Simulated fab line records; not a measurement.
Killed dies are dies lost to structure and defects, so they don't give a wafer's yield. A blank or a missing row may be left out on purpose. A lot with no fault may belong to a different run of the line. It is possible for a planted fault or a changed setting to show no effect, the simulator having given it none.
Matching of chambers / flow sky130 / 4 sister chambers for SKY_FIELD_ISO_ETCH_15 on rie_diel-04
The step etches the open film in CHF3/O2, stops on Si, target depth 180 nm, time 72 s. 16 wafers are shown with their chamber, then 8 later ones without.

## WAFERS WITH THEIR CHAMBER
wafer=L074.2; chamber=3; drypump_motor_current_A (A)=6.6; rf_fwd_power_W (W)=595.9; throttle_valve_pct (%)=8.839
wafer=L074.3; chamber=2; drypump_motor_current_A (A)=6.1; rf_fwd_power_W (W)=594.7; throttle_valve_pct (%)=8.844
wafer=L074.4; chamber=1; drypump_motor_current_A (A)=6.1; rf_fwd_power_W (W)=591.0; throttle_valve_pct (%)=8.846
wafer=L079.2; chamber=1; drypump_motor_current_A (A)=6.2; rf_fwd_power_W (W)=593.7; throttle_valve_pct (%)=8.839
wafer=L079.4; chamber=2; drypump_motor_current_A (A)=6.1; rf_fwd_power_W (W)=597.4; throttle_valve_pct (%)=8.839
wafer=L079.6; chamber=2; drypump_motor_current_A (A)=6.1; rf_fwd_power_W (W)=596.2; throttle_valve_pct (%)=8.852
wafer=L080.3; chamber=2; drypump_motor_current_A (A)=6.1; rf_fwd_power_W (W)=594.0; throttle_valve_pct (%)=8.842
wafer=L080.5; chamber=2; drypump_motor_current_A (A)=6.1; rf_fwd_power_W (W)=597.7; throttle_valve_pct (%)=8.842
wafer=L080.6; chamber=3; drypump_motor_current_A (A)=6.6; rf_fwd_power_W (W)=598.5; throttle_valve_pct (%)=8.827
wafer=L085.1; chamber=0; drypump_motor_current_A (A)=5.8; rf_fwd_power_W (W)=596.9; throttle_valve_pct (%)=8.835
wafer=L085.4; chamber=1; drypump_motor_current_A (A)=6.2; rf_fwd_power_W (W)=596.3; throttle_valve_pct (%)=8.837
wafer=L085.6; chamber=0; drypump_motor_current_A (A)=5.8; rf_fwd_power_W (W)=601.5; throttle_valve_pct (%)=8.845
wafer=L087.1; chamber=0; drypump_motor_current_A (A)=5.8; rf_fwd_power_W (W)=596.2; throttle_valve_pct (%)=8.837
wafer=L087.2; chamber=2; drypump_motor_current_A (A)=6.1; rf_fwd_power_W (W)=595.3; throttle_valve_pct (%)=8.840
wafer=L087.5; chamber=3; drypump_motor_current_A (A)=6.6; rf_fwd_power_W (W)=598.0; throttle_valve_pct (%)=8.833
wafer=L091.1; chamber=2; drypump_motor_current_A (A)=6.0; rf_fwd_power_W (W)=594.8; throttle_valve_pct (%)=8.840

SIGNATURES (averages over the wafers above)
reading=drypump_motor_current_A; chamber 0=5.800; chamber 1=6.167; chamber 2=6.086; chamber 3=6.600; scatter within a chamber=0.0356
reading=rf_fwd_power_W; chamber 0=598.200; chamber 1=593.667; chamber 2=595.729; chamber 3=597.467; scatter within a chamber=1.97
reading=throttle_valve_pct; chamber 0=8.83900; chamber 1=8.84067; chamber 2=8.84271; chamber 3=8.83300; scatter within a chamber=0.00492
Rule: for each reading, subtract the chamber's mean from the wafer's reading, divide by that reading's scatter and square the result; add these up over the readings and take the root, which gives the wafer's distance from the chamber. The wafer belongs to the nearest chamber; if the next one is less than 2 further off, it can't be placed. The scatter: the root of (the sum of the squares of (reading less its chamber's mean) over the shown wafers, divided by (wafers less chambers)).

## WAFERS WHOSE CHAMBER IS MISSING
wafer=L091.2; drypump_motor_current_A (A)=6.2; rf_fwd_power_W (W)=595.0; throttle_valve_pct (%)=8.854
wafer=L091.5; drypump_motor_current_A (A)=6.1; rf_fwd_power_W (W)=596.5; throttle_valve_pct (%)=8.854
wafer=L093.1; drypump_motor_current_A (A)=6.6; rf_fwd_power_W (W)=597.3; throttle_valve_pct (%)=8.842
wafer=L093.3; drypump_motor_current_A (A)=5.8; rf_fwd_power_W (W)=595.9; throttle_valve_pct (%)=8.856
wafer=L093.4; drypump_motor_current_A (A)=6.1; rf_fwd_power_W (W)=595.4; throttle_valve_pct (%)=8.854
wafer=L094.3; drypump_motor_current_A (A)=5.8; rf_fwd_power_W (W)=595.6; throttle_valve_pct (%)=8.851
wafer=L094.4; drypump_motor_current_A (A)=6.1; rf_fwd_power_W (W)=594.2; throttle_valve_pct (%)=8.835
wafer=L094.6; drypump_motor_current_A (A)=5.8; rf_fwd_power_W (W)=597.0; throttle_valve_pct (%)=8.841

## EACH ONE'S CHAMBER
wafer=L091.2; from the rows above=can't be placed: 1 or 2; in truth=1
wafer=L091.5; from the rows above=can't be placed: 2 or 1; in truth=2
wafer=L093.1; from the rows above=3; in truth=3
wafer=L093.3; from the rows above=0; in truth=0
wafer=L093.4; from the rows above=can't be placed: 2 or 1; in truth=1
wafer=L094.3; from the rows above=0; in truth=0
wafer=L094.4; from the rows above=can't be placed: 2 or 1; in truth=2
wafer=L094.6; from the rows above=0; in truth=0
Correctly placed: 4 of 8. Cannot be placed on the basis of these rows: 4; the candidates contain the true chamber in 4. 0 placed wrongly.
